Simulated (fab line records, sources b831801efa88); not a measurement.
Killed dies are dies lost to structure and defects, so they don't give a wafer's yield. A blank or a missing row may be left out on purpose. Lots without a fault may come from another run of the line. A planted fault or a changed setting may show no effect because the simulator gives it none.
Which tool did it? | flow gf180mcu | 11 lots, 33 wafers sampled, at 2 steps of a route of 602

WHAT THE GAUGES READ, wafer by wafer
GF_V1_THK_MEAS_03.
lot  | measured     | on            | V1_CVD_02_THK (nm)
L249 | day 18 13:35 | film_metro-04 | 833 858 854
L251 | day 19 09:17 | film_metro-02 | 824 842 848
L252 | day 19 17:31 | film_metro-04 | 841 841 854
L256 | day 21 08:56 | film_metro-02 | 1020 1034 1028
L257 | day 21 12:58 | film_metro-04 | 846 1036 864
L261 | day 22 18:46 | film_metro-04 | 835 824 842
L262 | day 23 05:11 | film_metro-02 | 860 856 854
L266 | day 24 17:33 | film_metro-02 | 845 839 865
L265 | day 24 19:40 | film_metro-04 | 834 855 871
L267 | day 24 20:16 | film_metro-01 | 828 825 832
L268 | day 25 04:53 | film_metro-02 | 817 830 831

WHICH TOOL RAN EACH LOT (tool, then ch and the chambers of the sampled wafers, then the start)
lot  | GF_V1_CVD_02
L249 | pecvd-04 ch 0,1,2, day 18 13:31
L251 | pecvd-02 ch 0,1, day 19 09:13
L252 | pecvd-03 ch 1,2, day 19 17:27
L256 | pecvd-03 ch 0,2, day 21 08:51
L257 | pecvd-03 ch 0,1,2, day 21 12:54
L261 | pecvd-02 ch 0,1,2, day 22 18:41
L262 | pecvd-04 ch 0,1, day 23 05:07
L266 | pecvd-03 ch 0,1,2, day 24 17:29
L265 | pecvd-03 ch 0,1,2, day 24 19:37
L267 | pecvd-02 ch 0,1,2, day 24 20:12
L268 | pecvd-02 ch 0,1,2, day 25 04:48
- GF_V1_CVD_02: deposits SiO2 from TEOS, target thk 850 nm, time 94.851 s.

THE ANSWER, worked out from the rows above alone
Rule: what is usual is taken from the lots themselves. Put in order of their means at a reading, lots are off if they are a third of the lots or fewer, leave a main group of 4 or more, and stand apart from it by a gap of 3 or more times the standard deviation of the main group's means; of several such gaps the widest counts. A main group whose means are all the same, to the digits that the tables above print for the reading, isn't used. A lot without any number at a reading at which 4 lots or more have one is off too. The other lots that the step has rows for count as sound.
Off: L256, L257, at GF_V1_THK_MEAS_03 (V1_CVD_02_THK). The main group: mean 842 nm, standard deviation 10.
A tool fits if, at a process step before that reading, it ran every lot that is off, and no sound lot after the first of them. The gauges at GF_V1_THK_MEAS_03 are tried like those tools. None of those tried fits.

WHAT THE SIMULATOR HAD PUT IN
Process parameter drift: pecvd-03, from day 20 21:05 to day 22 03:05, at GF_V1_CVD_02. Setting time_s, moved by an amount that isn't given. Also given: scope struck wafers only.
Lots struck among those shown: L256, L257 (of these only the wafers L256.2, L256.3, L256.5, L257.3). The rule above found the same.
